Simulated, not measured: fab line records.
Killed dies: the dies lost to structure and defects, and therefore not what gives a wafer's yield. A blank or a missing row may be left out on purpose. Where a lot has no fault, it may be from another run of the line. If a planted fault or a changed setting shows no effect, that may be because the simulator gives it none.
What tool caused it? / flow sky130 / Sampling: 12 lots, 36 wafers, 4 of 708 route steps

== WHAT THE GAUGES SHOWED, per wafer ==
The record lacks any reading of a measuring or inspecting step that a usual standard deviation could be used to judge.

== WHAT TOOL EACH LOT RAN ON (gives the tool, then ch and the chambers of the sampled wafers, and finally the start) ==
lot=L470; SKY_NWELL_IMPLANT_13=implanter-04 ch 0, day 4 14:29; SKY_SONOS_ONO_STRIP_17=plasma_asher-03 ch 0,1, day 12 13:44; SKY_SD_N_RTA_14=rtp_anneal-02 ch 0, day 27 18:44; SKY_METAL1_STRIP_20=plasma_asher-01 ch 0,1, day 32 15:42
lot=L471; SKY_NWELL_IMPLANT_13=implanter-04 ch 0, day 4 21:30; SKY_SONOS_ONO_STRIP_17=plasma_asher-03 ch 0,1, day 12 22:10; SKY_SD_N_RTA_14=rtp_anneal-01 ch 0, day 28 14:58; SKY_METAL1_STRIP_20=plasma_asher-04 ch 0,1, day 33 12:49
lot=L474; SKY_NWELL_IMPLANT_13=implanter-03 ch 0, day 5 16:16; SKY_SONOS_ONO_STRIP_17=plasma_asher-03 ch 0,1, day 14 05:02; SKY_SD_N_RTA_14=rtp_anneal-02 ch 0, day 29 13:17; SKY_METAL1_STRIP_20=plasma_asher-01 ch 0,1, day 34 08:19
lot=L475; SKY_NWELL_IMPLANT_13=implanter-02 ch 0, day 5 21:24; SKY_SONOS_ONO_STRIP_17=plasma_asher-03 ch 0,1, day 14 10:11; SKY_SD_N_RTA_14=rtp_anneal-01 ch 0, day 29 21:45; SKY_METAL1_STRIP_20=plasma_asher-03 ch 0,1, day 34 16:19
lot=L476; SKY_NWELL_IMPLANT_13=implanter-02 ch 0, day 6 02:33; SKY_SONOS_ONO_STRIP_17=plasma_asher-01 ch 0,1, day 14 15:35; SKY_SD_N_RTA_14=rtp_anneal-02 ch 0, day 30 04:22; SKY_METAL1_STRIP_20=plasma_asher-01 ch 0,1, day 34 22:00
lot=L477; SKY_NWELL_IMPLANT_13=implanter-04 ch 0, day 6 07:24; SKY_SONOS_ONO_STRIP_17=plasma_asher-03 ch 0,1, day 15 01:05; SKY_SD_N_RTA_14=rtp_anneal-01 ch 0, day 30 15:05; SKY_METAL1_STRIP_20=plasma_asher-01 ch 0,1, day 35 09:34
lot=L478; SKY_NWELL_IMPLANT_13=implanter-02 ch 0, day 6 13:50; SKY_SONOS_ONO_STRIP_17=plasma_asher-01 ch 0,1, day 15 14:38; SKY_SD_N_RTA_14=rtp_anneal-02 ch 0, day 31 04:35; SKY_METAL1_STRIP_20=plasma_asher-03 ch 0,1, day 35 20:55
lot=L479; SKY_NWELL_IMPLANT_13=implanter-02 ch 0, day 6 19:00; SKY_SONOS_ONO_STRIP_17=plasma_asher-01 ch 0,1, day 15 22:05; SKY_SD_N_RTA_14=rtp_anneal-01 ch 0, day 31 10:21; SKY_METAL1_STRIP_20=plasma_asher-01 ch 0,1, day 36 03:07
lot=L483; SKY_NWELL_IMPLANT_13=implanter-02 ch 0, day 7 18:48; SKY_SONOS_ONO_STRIP_17=plasma_asher-03 ch 0,1, day 17 05:01; SKY_SD_N_RTA_14=rtp_anneal-01 ch 0, day 32 12:03; SKY_METAL1_STRIP_20=plasma_asher-01 ch 0,1, day 37 02:58
lot=L485; SKY_NWELL_IMPLANT_13=implanter-02 ch 0, day 8 16:41; SKY_SONOS_ONO_STRIP_17=plasma_asher-03 ch 0,1, day 18 08:32; SKY_SD_N_RTA_14=rtp_anneal-01 ch 0, day 33 15:10; SKY_METAL1_STRIP_20=plasma_asher-04 ch 0,1, day 38 04:32
lot=L490; SKY_NWELL_IMPLANT_13=implanter-04 ch 0, day 9 14:09; SKY_SONOS_ONO_STRIP_17=plasma_asher-01 ch 0,1, day 19 15:35; SKY_SD_N_RTA_14=rtp_anneal-01 ch 0, day 34 16:21; SKY_METAL1_STRIP_20=plasma_asher-03 ch 0,1, day 39 03:52
lot=L493; SKY_NWELL_IMPLANT_13=implanter-04 ch 0, day 10 04:17; SKY_SONOS_ONO_STRIP_17=plasma_asher-04 ch 0, day 20 14:45; SKY_SD_N_RTA_14=rtp_anneal-01 ch 0, day 35 12:24; SKY_METAL1_STRIP_20=plasma_asher-04 ch 1, day 40 00:29
- SKY_NWELL_IMPLANT_13
- SKY_SONOS_ONO_STRIP_17: strips in O2/N2.
- SKY_SD_N_RTA_14: time 2 s.
- SKY_METAL1_STRIP_20: strips in O2/N2.

== WHAT THE TOOLS THEMSELVES READ (means of the sampled wafers that have a number; where no wafer has one, the mark that the record gives instead) ==
SKY_NWELL_IMPLANT_13.
lot=L470 tool=implanter-04 dose_ions_cm2=6.993e+11
lot=L471 tool=implanter-04 dose_ions_cm2=7.001e+11
lot=L474 tool=implanter-03 dose_ions_cm2=6.997e+11
lot=L475 tool=implanter-02 dose_ions_cm2=7.007e+11
lot=L476 tool=implanter-02 dose_ions_cm2=6.993e+11
lot=L477 tool=implanter-04 dose_ions_cm2=7.001e+11
lot=L478 tool=implanter-02 dose_ions_cm2=7.002e+11
lot=L479 tool=implanter-02 dose_ions_cm2=6.989e+11
lot=L483 tool=implanter-02 dose_ions_cm2=6.881e+11
lot=L485 tool=implanter-02 dose_ions_cm2=6.875e+11
lot=L490 tool=implanter-04 dose_ions_cm2=7.001e+11
lot=L493 tool=implanter-04 dose_ions_cm2=7.012e+11

SKY_SONOS_ONO_STRIP_17.
lot=L470; tool=plasma_asher-03; drypump_motor_current_A (A)=5.44; oes_product_au (a.u.)=0.708; strip_time_to_endpoint_s (s)=14.14
lot=L471; tool=plasma_asher-03; drypump_motor_current_A (A)=5.61; oes_product_au (a.u.)=0.713; strip_time_to_endpoint_s (s)=14.12
lot=L474; tool=plasma_asher-03; drypump_motor_current_A (A)=5.59; oes_product_au (a.u.)=0.710; strip_time_to_endpoint_s (s)=14.07
lot=L475; tool=plasma_asher-03; drypump_motor_current_A (A)=5.43; oes_product_au (a.u.)=0.711; strip_time_to_endpoint_s (s)=14.07
lot=L476; tool=plasma_asher-01; drypump_motor_current_A (A)=5.52; oes_product_au (a.u.)=0.711; strip_time_to_endpoint_s (s)=14.09
lot=L477; tool=plasma_asher-03; drypump_motor_current_A (A)=5.58; oes_product_au (a.u.)=0.709; strip_time_to_endpoint_s (s)=14.11
lot=L478; tool=plasma_asher-01; drypump_motor_current_A (A)=5.54; oes_product_au (a.u.)=0.713; strip_time_to_endpoint_s (s)=14.11
lot=L479; tool=plasma_asher-01; drypump_motor_current_A (A)=5.49; oes_product_au (a.u.)=0.711; strip_time_to_endpoint_s (s)=14.15
lot=L483; tool=plasma_asher-03; drypump_motor_current_A (A)=5.62; oes_product_au (a.u.)=0.712; strip_time_to_endpoint_s (s)=14.15
lot=L485; tool=plasma_asher-03; drypump_motor_current_A (A)=5.41; oes_product_au (a.u.)=0.708; strip_time_to_endpoint_s (s)=14.15
lot=L490; tool=plasma_asher-01; drypump_motor_current_A (A)=5.54; oes_product_au (a.u.)=0.710; strip_time_to_endpoint_s (s)=14.09
lot=L493; tool=plasma_asher-04; drypump_motor_current_A (A)=5.66; oes_product_au (a.u.)=0.710; strip_time_to_endpoint_s (s)=14.12

SKY_SD_N_RTA_14.
lot=L470; tool=rtp_anneal-02; lamp_power_pct (%)=15.78; ramp_up_c_per_s=150.01; wafer_temp_C_max=1079.1
lot=L471; tool=rtp_anneal-01; lamp_power_pct (%)=15.65; ramp_up_c_per_s=150.01; wafer_temp_C_max=1078.1
lot=L474; tool=rtp_anneal-02; lamp_power_pct (%)=15.72; ramp_up_c_per_s=150.00; wafer_temp_C_max=1077.5
lot=L475; tool=rtp_anneal-01; lamp_power_pct (%)=15.77; ramp_up_c_per_s=150.00; wafer_temp_C_max=1076.9
lot=L476; tool=rtp_anneal-02; lamp_power_pct (%)=15.75; ramp_up_c_per_s=149.97; wafer_temp_C_max=1076.8
lot=L477; tool=rtp_anneal-01; lamp_power_pct (%)=15.73; ramp_up_c_per_s=149.99; wafer_temp_C_max=1078.3
lot=L478; tool=rtp_anneal-02; lamp_power_pct (%)=15.76; ramp_up_c_per_s=149.99; wafer_temp_C_max=1078.5
lot=L479; tool=rtp_anneal-01; lamp_power_pct (%)=15.70; ramp_up_c_per_s=149.99; wafer_temp_C_max=1078.4
lot=L483; tool=rtp_anneal-01; lamp_power_pct (%)=15.74; ramp_up_c_per_s=150.01; wafer_temp_C_max=1077.6
lot=L485; tool=rtp_anneal-01; lamp_power_pct (%)=15.83; ramp_up_c_per_s=150.04; wafer_temp_C_max=1077.7
lot=L490; tool=rtp_anneal-01; lamp_power_pct (%)=15.72; ramp_up_c_per_s=150.01; wafer_temp_C_max=1078.4
lot=L493; tool=rtp_anneal-01; lamp_power_pct (%)=15.75; ramp_up_c_per_s=149.99; wafer_temp_C_max=1077.7

SKY_METAL1_STRIP_20.
lot=L470; tool=plasma_asher-01; drypump_motor_current_A (A)=5.49; oes_product_au (a.u.)=0.343; strip_time_to_endpoint_s (s)=2.76
lot=L471; tool=plasma_asher-04; drypump_motor_current_A (A)=5.75; oes_product_au (a.u.)=0.336; strip_time_to_endpoint_s (s)=2.71
lot=L474; tool=plasma_asher-01; drypump_motor_current_A (A)=5.49; oes_product_au (a.u.)=0.344; strip_time_to_endpoint_s (s)=2.73
lot=L475; tool=plasma_asher-03; drypump_motor_current_A (A)=5.60; oes_product_au (a.u.)=0.345; strip_time_to_endpoint_s (s)=2.70
lot=L476; tool=plasma_asher-01; drypump_motor_current_A (A)=5.53; oes_product_au (a.u.)=0.346; strip_time_to_endpoint_s (s)=2.64
lot=L477; tool=plasma_asher-01; drypump_motor_current_A (A)=5.54; oes_product_au (a.u.)=0.347; strip_time_to_endpoint_s (s)=2.73
lot=L478; tool=plasma_asher-03; drypump_motor_current_A (A)=5.57; oes_product_au (a.u.)=0.344; strip_time_to_endpoint_s (s)=2.70
lot=L479; tool=plasma_asher-01; drypump_motor_current_A (A)=5.53; oes_product_au (a.u.)=0.341; strip_time_to_endpoint_s (s)=2.70
lot=L483; tool=plasma_asher-01; drypump_motor_current_A (A)=5.53; oes_product_au (a.u.)=0.339; strip_time_to_endpoint_s (s)=2.69
lot=L485; tool=plasma_asher-04; drypump_motor_current_A (A)=5.84; oes_product_au (a.u.)=0.341; strip_time_to_endpoint_s (s)=2.66
lot=L490; tool=plasma_asher-03; drypump_motor_current_A (A)=5.62; oes_product_au (a.u.)=0.344; strip_time_to_endpoint_s (s)=2.70
lot=L493; tool=plasma_asher-04; drypump_motor_current_A (A)=5.93; oes_product_au (a.u.)=0.346; strip_time_to_endpoint_s (s)=2.74

== THE ANSWER, worked out from the rows above alone ==
Rule: what is usual is taken from the lots themselves. Put in order of their means at a reading, lots are off if they are a third of the lots or fewer, leave a main group of 4 or more, and stand apart from it by a gap of 3 or more times the standard deviation of the main group's means; of several such gaps the widest counts. A main group is skipped when, at the precision printed for the reading in the tables above, its means are all equal. A lot without any number at a reading at which 4 lots or more have one is off too. All remaining lots with rows at the step are treated as sound. Order of review: gauges by route order, followed by the tools' own readings, for which a lot's mean as printed above is used. At the first step where some lot is off, the reading lying furthest off is the one used; lots without a number count as furthest.
Off: L483, L485, at SKY_NWELL_IMPLANT_13 (dose_ions_cm2). Main group: mean 7.000e+11, sd 6.5e+08.
If a tool, at that step or one of the process steps before it, ran each lot that is off and ran no sound lot following the first of them, it fits. One fits: SKY_NWELL_IMPLANT_13 on implanter-02. A fault onset in the window from L479 (day 6 19:00, its last sound lot) to L483 (day 7 18:48, its first lot off) fits.
On the lots that are off, the tool's own readings at SKY_NWELL_IMPLANT_13 differ by more than 5 times the standard deviation of the sound lots' means, which bears it out; dose_ions_cm2 reads 6.878e+11 there versus 7.000e+11 on the sound lots.

== WHAT THE SIMULATOR PUT IN ==
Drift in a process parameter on implanter-02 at SKY_NWELL_IMPLANT_13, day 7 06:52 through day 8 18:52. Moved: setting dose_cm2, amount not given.
Lots struck among those shown: L483, L485. The rule given above showed the same thing.
